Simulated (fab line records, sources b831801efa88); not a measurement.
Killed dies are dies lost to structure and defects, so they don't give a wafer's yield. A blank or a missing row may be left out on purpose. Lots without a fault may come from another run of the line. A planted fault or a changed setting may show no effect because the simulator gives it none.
A struck lot beside a sound one | flow gf180mcu | 21 steps out of a route of 602
Sound: wafers L492.2, L492.5, L492.6. Struck: wafers L496.2, L496.3, L496.5. The cause comes at the end.
At each step with rows: each side's tool, then ch and its chambers, then its first start. Under that, the readings that differ: sound wafers | struck wafers | difference of the means | sigmas: that difference in standard deviations of wafers without a fault.
alike: readings whose means differ by less than 2 such deviations, and words and numbers that are the same on both sides. not compared: withheld readings, readings that some wafer has no value for, bounds like >300 that may hide the same value, and numbers for which the record gives no deviation and whose values overlap.
The two part at a step that has a row with sigmas, a row that says differs or no value, or rows on one side only. Numbers that don't overlap but have no deviation are shown without sigmas and don't part them. A reading that every wafer of one side lacks parts them only if that side has two wafers or more.

first, 3 steps without rows for these wafers: GF_LVPWELL_EXPOSE_04 (exposes mask LVPWELL, target cd 600 nm); GF_LVPWELL_PEB_05; GF_LVPWELL_DEVELOP_06 (develop time 60 s).
GF_LVPWELL_OVL_MEAS_07:
  sound on overlay-02, day 6 11:10; struck on overlay-02, day 7 11:04
  alike: LVPWELL_OVL
then, 2 steps without rows for these wafers: GF_LVPWELL_IMPLANT_08; GF_LVPWELL_IMPLANT_09.
GF_LVPWELL_STRIP_10: strips in O2/N2.
  sound on plasma_asher-03 ch 0,1, day 6 11:29; struck on plasma_asher-04 ch 0,1, day 7 11:24
  alike: chamber_pressure_mTorr, drypump_motor_current_A, heater_power_w, o2_flow_sccm, oes_product_au, strip_time_to_endpoint_s
  not compared: rf_hours_counter_h
GF_LVPWELL_TW_MEAS_11:
  sound on film_metro-03, day 6 11:36; struck on film_metro-01, day 7 11:31
  alike: LVPWELL_TW
then, 4 steps without rows for these wafers: GF_MVSD_DEHYDRATE_00 (time 60 s); GF_MVSD_HMDS_01 (prime time 60 s); GF_MVSD_COAT_02 (resist thk 3000 nm); GF_MVSD_SOFTBAKE_03.
GF_MVSD_EXPOSE_04: exposes mask MVSD, target cd 1000 nm.
  sound on iline_stepper-01 ch 0, day 6 19:29; struck on iline_stepper-01 ch 0, day 7 19:41
  reading | sound                | struck                  | difference | sigmas
  mask    | MVSD#0 MVSD#0 MVSD#0 | Nwell#0 Nwell#0 Nwell#0 | differs    |
then, 2 steps without rows for these wafers: GF_MVSD_PEB_05; GF_MVSD_DEVELOP_06 (develop time 57.93 s).
GF_MVSD_OVL_MEAS_07:
  sound on overlay-02, day 7 03:00; struck on overlay-01, day 8 03:34
  reading       | sound       | struck | difference                    | sigmas
  MVSD_OVL (nm) | 0.0 0.6 1.5 | - - -  | no value on the struck wafers |
then, 2 steps without rows for these wafers: GF_MVSD_IMPLANT_08; GF_MVSD_IMPLANT_09.
GF_MVSD_STRIP_10: strips in O2/N2.
  sound on plasma_asher-04 ch 0,1, day 7 03:20; struck on plasma_asher-01 ch 0,1, day 8 03:54
  alike: chamber_pressure_mTorr, drypump_motor_current_A, heater_power_w, o2_flow_sccm, oes_product_au, strip_time_to_endpoint_s
  not compared: rf_hours_counter_h
GF_MVSD_TW_MEAS_11:
  sound on film_metro-03, day 7 03:26; struck on film_metro-02, day 8 04:21
  reading | sound          | struck   | difference | sigmas
  MVSD_TW | 1553 1553 1553 | 30 30 30 | -1523      | -99 or more
  not compared: hold
then, 1 step without rows for these wafers: GF_PASSIVATION_PROBE_99.

WHERE THEY PART
First at GF_MVSD_EXPOSE_04; last, within this record, at GF_MVSD_TW_MEAS_11.

WHY: what the simulator had put in
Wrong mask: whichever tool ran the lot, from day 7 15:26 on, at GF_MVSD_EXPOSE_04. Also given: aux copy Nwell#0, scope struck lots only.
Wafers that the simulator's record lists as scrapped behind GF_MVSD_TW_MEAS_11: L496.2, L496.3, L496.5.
